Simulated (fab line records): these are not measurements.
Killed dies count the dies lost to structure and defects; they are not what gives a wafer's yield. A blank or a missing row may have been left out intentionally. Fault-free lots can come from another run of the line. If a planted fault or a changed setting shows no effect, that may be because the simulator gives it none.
One fault through the eyes of 2 desks + flow sfqLine + each desk has only its own numbers; what lay behind them comes last

## TOOL OWNER'S DESK, rieMetal-01
The tool's own readings at SFQ_TRILAYER_M5_BARC_OPEN_METAL_ETCH_161 (etches BARC in O2, target depth 125 nm, time 41.7 s): means of the sampled wafers that have a number, for each lot that ran on this tool. A lot is out of limits, marked OUT, if its mean lies more than 4 standard deviations from the usual mean; the brackets give that distance.
Columns: A = drypumpMotorCurrentA at SFQ_TRILAYER_M5_BARC_OPEN_METAL_ETCH_161, usual 5.5 A; B = heBacksideLeakSccm at SFQ_TRILAYER_M5_BARC_OPEN_METAL_ETCH_161, usual 3.62 sccm; C = oesProductAu at SFQ_TRILAYER_M5_BARC_OPEN_METAL_ETCH_161, usual 0.685 a.u.
| lot  | first seen here | A   | B    | C     |
|------|-----------------|-----|------|-------|
| L634 | day 60 01:04    | 5.4 | 3.77 | 0.687 |
| L635 | day 60 11:52    | 5.4 | 3.65 | 0.688 |
| L640 | day 71 04:46    | 5.4 | 3.55 | 0.688 |
| L647 | day 74 03:50    | 5.4 | 3.67 | 0.681 |
| L648 | day 74 13:25    | 5.4 | 3.41 | 0.689 |
This desk's finding: nothing out of limits on any of the 5 lots.

## AT THE METROLOGY DESK
What the gauges read for every lot (on any tool): the sampled wafers with a number, averaged. A lot is out of limits, marked OUT, if its mean lies more than 4 standard deviations from the usual mean; the brackets give that distance.
Columns: A = M5_OVL at SFQ_M5_OVL_MEAS_932, usual -3 nm
| lot  | first seen here | A  |
|------|-----------------|----|
| L634 | day 60 01:02    | 5  |
| L635 | day 60 11:50    | -4 |
| L640 | day 71 04:44    | -7 |
| L647 | day 74 03:48    | -8 |
| L648 | day 74 13:23    | -4 |
| L656 | day 76 05:28    | -5 |
This desk's finding: nothing out of limits on any of the 6 lots.

## BROUGHT TOGETHER
The tool owner's desk saw nothing out of limits.
The metrology desk saw nothing out of limits.

## WHAT THE SIMULATOR HAD INSERTED
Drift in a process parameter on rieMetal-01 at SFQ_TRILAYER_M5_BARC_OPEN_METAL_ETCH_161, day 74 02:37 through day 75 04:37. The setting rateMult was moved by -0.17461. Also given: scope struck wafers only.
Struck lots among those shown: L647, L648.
